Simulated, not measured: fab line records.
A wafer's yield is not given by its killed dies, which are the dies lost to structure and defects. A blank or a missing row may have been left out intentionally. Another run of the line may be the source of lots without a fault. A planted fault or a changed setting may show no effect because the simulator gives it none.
8D (eight disciplines) problem report, filled in by code + flow sky130 + the parts of the form that need people (team, actions taken, sign-off) are left out

== 1. WHAT IS WRONG ==
Wafers free of any fault read 0.1 nm (standard deviation 1.2) for GATE_OXIDE_OVL at SKY_GATE_OXIDE_OVL_MEAS_10, against a mean of -92.8 nm on 12 wafers of 4 lots. Measured from the usual mean, that is -77 standard deviations.
First seen on wafer L215.1, day 14 23:35, on overlay-02. Wafers with a number at this step in the record: 36, from 12 lots. Rule for "out" (also "out of limits"): further than 4 standard deviations from the usual mean. The rest of the wafers with a number are treated as sound.

== 2. WHAT IT IS, WHAT IT ISN'T ==
| question                    | is                     | is not                                                                                      |
|-----------------------------|------------------------|---------------------------------------------------------------------------------------------|
| which readings at this step | GATE_OXIDE_OVL         | -                                                                                           |
| which lots                  | L215, L216, L218, L219 | L211, L212, L213, L223, L227, L229, L231, L232                                              |
| which wafers of those lots  | all that have a number | -                                                                                           |
| read on which gauges        | overlay-01, overlay-02 | -                                                                                           |
| when                        | from day 14 23:35      | up to then (9 sound wafers); but 15 sound wafers of L223, L227, L229, L231, L232 came after |

== 3. SUSPECTS, AND WHAT RULES EACH OUT ==
Counting: a tool stays on the suspect list if, at a process step up to the reading, it processed all lots that are out and no sound lot following the first of them.
- the gauge at SKY_GATE_OXIDE_OVL_MEAS_10 has been ruled out. Those wafers that are out were read across 2 gauges (overlay-01, overlay-02).
- iline stepper-01 at SKY_GATE_OXIDE_EXPOSE_07 (exposes mask LVOM, target cd 600 nm): kept. It ran every lot that is out, first L215 (day 14 10:32), and no sound lot after that; its last sound lot up to then is L213 (day 13 23:02).
The count leaves iline stepper-01 at SKY_GATE_OXIDE_EXPOSE_07.

== 4. THE CAUSE (what the simulator had put in) ==
Scanner matching overlay: iline stepper-01, from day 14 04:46 on, at SKY_GATE_OXIDE_EXPOSE_07. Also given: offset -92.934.
After counting, this tool was the only one left.

== 5. THE EFFECT CHAIN, in route order ==
Each row: a reading where the mean over the struck wafers with a number is more than 3 standard deviations away from the usual. Only readings for which the record gives a usual standard deviation are gone through. hours: the time from each lot's start at the first step in this table that gives one to its start at this step, as a median over the lots. sigmas: the change in usual standard deviations.
| hours | step                       | reading        | usual  | on struck wafers | change | sigmas |
|-------|----------------------------|----------------|--------|------------------|--------|--------|
| 0     | SKY_GATE_OXIDE_OVL_MEAS_10 | GATE_OXIDE_OVL | 0.1 nm | -92.8            | -92.9  | -77    |

== 6. WHAT WOULD HAVE CAUGHT IT SOONER ==
In this record the first reading out of limits at a measuring or inspecting step was taken at day 14 23:35, 19 hours after the fault began at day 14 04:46.
An alarm limit of 4 standard deviations would not have fired on the tool readings at SKY_GATE_OXIDE_EXPOSE_07 for which the record gives a usual standard deviation, since none of them was out on any struck wafer.
Among the 4 lots that are out, L218, L219 began SKY_GATE_OXIDE_EXPOSE_07 on iline stepper-01 after day 14 23:35. A hold on the tool at that time would have spared those 2.
